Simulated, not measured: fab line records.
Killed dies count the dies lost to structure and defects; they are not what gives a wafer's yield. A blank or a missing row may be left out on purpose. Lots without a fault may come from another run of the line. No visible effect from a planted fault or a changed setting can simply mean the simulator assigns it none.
Which of the tools did it?	flow sky130	11 lots, 33 wafers sampled, at 5 steps of a route of 708

== WHAT THE GAUGES SHOWED, per wafer ==
SKY_CONTACT_RS_MEAS_25: the measuring method here is four-point-probe. Usual: CONTACT_W_RS 0.339 ohm/sq, standard deviation 0.0039.
lot	measured	on	CONTACT_W_RS (ohm/sq)	flag
L677	day 33 00:32	film-metro-01	0.337 0.333 0.332	
L681	day 33 02:40	film-metro-02	0.334 0.336 0.336	
L682	day 33 03:22	film-metro-01	0.340 0.336 0.338	
L680	day 33 03:50	film-metro-01	0.337 0.339 0.336	
L685	day 34 14:22	film-metro-01	0.340 0.338 0.340	
L687	day 35 20:08	film-metro-02	0.338 0.341 0.335	
L689	day 35 23:34	film-metro-03	0.420 0.416 0.412	OFF
L692	day 36 21:37	film-metro-02	0.428 0.422 0.428	OFF
L691	day 36 22:25	film-metro-02	0.340 0.340 0.342	
L694	day 37 00:44	film-metro-02	0.342 0.340 0.343	
L697	day 38 07:59	film-metro-03	0.336 0.334 0.338	

SKY_CONTACT_THK_MEAS_26: measures by xrf. Usual: CONTACT_W_THK 343 nm, standard deviation 4.1.
lot	measured	on	CONTACT_W_THK (nm)	flag
L677	day 33 00:40	film-metro-01	344 349 350	
L681	day 33 02:46	film-metro-02	348 346 347	
L682	day 33 03:28	film-metro-01	340 346 343	
L680	day 33 03:57	film-metro-01	344 342 343	
L685	day 34 14:29	film-metro-01	339 344 341	
L687	day 35 20:15	film-metro-02	343 343 346	
L689	day 35 23:41	film-metro-03	275 279 280	OFF
L692	day 36 21:44	film-metro-02	272 275 274	OFF
L691	day 36 22:32	film-metro-02	344 342 340	
L694	day 37 00:50	film-metro-02	341 342 341	
L697	day 38 08:05	film-metro-03	347 348 344	

== TOOL THAT RAN EACH LOT (tool first, then ch and the chambers of the sampled wafers, then the start) ==
lot	SKY_CONTACT_ETCH_17	SKY_CONTACT_ETCH_18	SKY_CONTACT_CVD_24
L677	rie-diel-01 ch 0,1,3, day 32 23:41	rie-diel-01 ch 0,1,3, day 33 00:26 or earlier	cvd-w-02 ch 0, day 33 00:26
L681	rie-diel-02 ch 0,2,3, day 33 01:47	rie-diel-02 ch 0,2,3, day 33 02:32 or earlier	cvd-w-01 ch 0,1, day 33 02:32
L682	rie-diel-04 ch 2,3, day 33 02:28	rie-diel-04 ch 2,3, day 33 03:14 or earlier	cvd-w-02 ch 0,1, day 33 03:14
L680	rie-diel-01 ch 0,1,3, day 33 02:55	rie-diel-01 ch 0,1,3, day 33 03:43 or earlier	cvd-w-01 ch 0, day 33 03:43
L685	rie-diel-02 ch 0,1,3, day 34 13:29	rie-diel-02 ch 0,1,3, day 34 14:15 or earlier	cvd-w-01 ch 1, day 34 14:15
L687	rie-diel-04 ch 1,2, day 35 19:17	rie-diel-04 ch 1,2, day 35 20:01 or earlier	cvd-w-01 ch 0,1, day 35 20:01
L689	rie-diel-02 ch 0,1,2, day 35 22:08	rie-diel-02 ch 0,1,2, day 35 23:27 or earlier	cvd-w-02 ch 0,1, day 35 23:27
L692	rie-diel-02 ch 0,3, day 36 20:46	rie-diel-02 ch 0,3, day 36 21:30 or earlier	cvd-w-02 ch 0,1, day 36 21:30
L691	rie-diel-02 ch 1,2,3, day 36 21:32	rie-diel-02 ch 1,2,3, day 36 22:16 or earlier	cvd-w-01 ch 0,1, day 36 22:16
L694	rie-diel-02 ch 1,2, day 36 23:52	rie-diel-02 ch 1,2, day 37 00:36 or earlier	cvd-w-01 ch 0,1, day 37 00:36
L697	rie-diel-04 ch 0,2,3, day 38 07:05	rie-diel-04 ch 0,2,3, day 38 07:51 or earlier	cvd-w-01 ch 0,1, day 38 07:51
- SKY_CONTACT_ETCH_17: etches SiO2 in C4F8/O2/Ar, stops on Si3N4, target depth 340 nm.
- SKY_CONTACT_ETCH_18: etches Si3N4 in CHF3/O2, stops on TiN, time 39 s, target depth 75 nm.
- SKY_CONTACT_CVD_24: deposits W, target thk 340 nm, time 102.12 s.

== AS READ BY THE TOOLS THEMSELVES (means over the sampled wafers that have a number; for cases with no such wafer, the mark the record gives instead) ==
SKY_CONTACT_ETCH_17. Usual: oes-product-au 0.891 a.u., standard deviation 0.0049; rf-fwd-power-W 1487 W, standard deviation 5.7.
lot	tool	oes-product-au (a.u.)	rf-fwd-power-W (W)	flag
L677	rie-diel-01	0.888	1485	
L681	rie-diel-02	0.892	1486	
L682	rie-diel-04	0.890	1484	
L680	rie-diel-01	0.896	1486	
L685	rie-diel-02	0.887	1493	
L687	rie-diel-04	0.887	1490	
L689	rie-diel-02	0.889	1488	
L692	rie-diel-02	0.892	1487	
L691	rie-diel-02	0.891	1489	
L694	rie-diel-02	0.887	1482	
L697	rie-diel-04	0.890	1491	

SKY_CONTACT_ETCH_18. Usual: drypump-motor-current-A 6.0 A, standard deviation 0.55; oes-product-au 0.856 a.u., standard deviation 0.0076; rf-fwd-power-W 594.0 W, standard deviation 2.7; throttle-valve-pct 8.795 %, standard deviation 0.0087.
lot	tool	drypump-motor-current-A (A)	oes-product-au (a.u.)	rf-fwd-power-W (W)	throttle-valve-pct (%)	flag
L677	rie-diel-01	5.9	0.857	591.9	8.797	
L681	rie-diel-02	5.8	0.847	594.2	8.793	
L682	rie-diel-04	6.1	0.856	592.6	8.797	
L680	rie-diel-01	5.9	0.862	589.9	8.803	
L685	rie-diel-02	6.4	0.861	596.3	8.796	
L687	rie-diel-04	5.7	0.854	594.0	8.795	
L689	rie-diel-02	5.9	0.860	595.2	8.799	
L692	rie-diel-02	6.2	0.856	594.7	8.798	
L691	rie-diel-02	6.0	0.859	593.9	8.795	
L694	rie-diel-02	5.5	0.852	592.9	8.788	
L697	rie-diel-04	5.9	0.861	593.4	8.794	

SKY_CONTACT_CVD_24. Usual: heater-power-w 942 W, standard deviation 90.
lot	tool	heater-power-w (W)	flag
L677	cvd-w-02	1020	
L681	cvd-w-01	839	
L682	cvd-w-02	972	
L680	cvd-w-01	964	
L685	cvd-w-01	790	
L687	cvd-w-01	841	
L689	cvd-w-02	1015	
L692	cvd-w-02	968	
L691	cvd-w-01	849	
L694	cvd-w-01	837	
L697	cvd-w-01	917	

== THE ANSWER, worked out from the rows above alone ==
Rule: take the mean of a lot's wafers that have a number; if it is more than 3 standard deviations from the usual mean, the lot is off. A lot without any number at a reading at which 4 lots or more have one is off too. All remaining lots with rows at the step are treated as sound. Order of review: gauges by route order, followed by the tools' own readings, for which a lot's mean as printed above is used. The first step at which some lot is off is used, and at that step the reading that is off furthest; a lot without a number counts as furthest.
Off: L689, L692, seen at SKY_CONTACT_RS_MEAS_25 (CONTACT_W_RS).
A tool fits if, at a process step before that reading, it ran every lot that is off, and no sound lot after the first of them. The gauges at SKY_CONTACT_RS_MEAS_25 are tried like those tools. Because SKY_CONTACT_ETCH_18 lacks a start for some lots, the hours and order of its lots are taken from SKY_CONTACT_CVD_24. One fits: cvd-w-02 at SKY_CONTACT_CVD_24. Its last sound lot is L682 (day 33 03:14), its first lot that is off L689 (day 35 23:27): a fault that began between those two fits.

== WHAT THE SIMULATOR HAD PUT IN ==
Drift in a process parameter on cvd-w-02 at SKY_CONTACT_CVD_24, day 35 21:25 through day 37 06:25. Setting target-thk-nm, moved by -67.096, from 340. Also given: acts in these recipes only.
Lots struck among those shown: L689, L692. The rule above found the same.
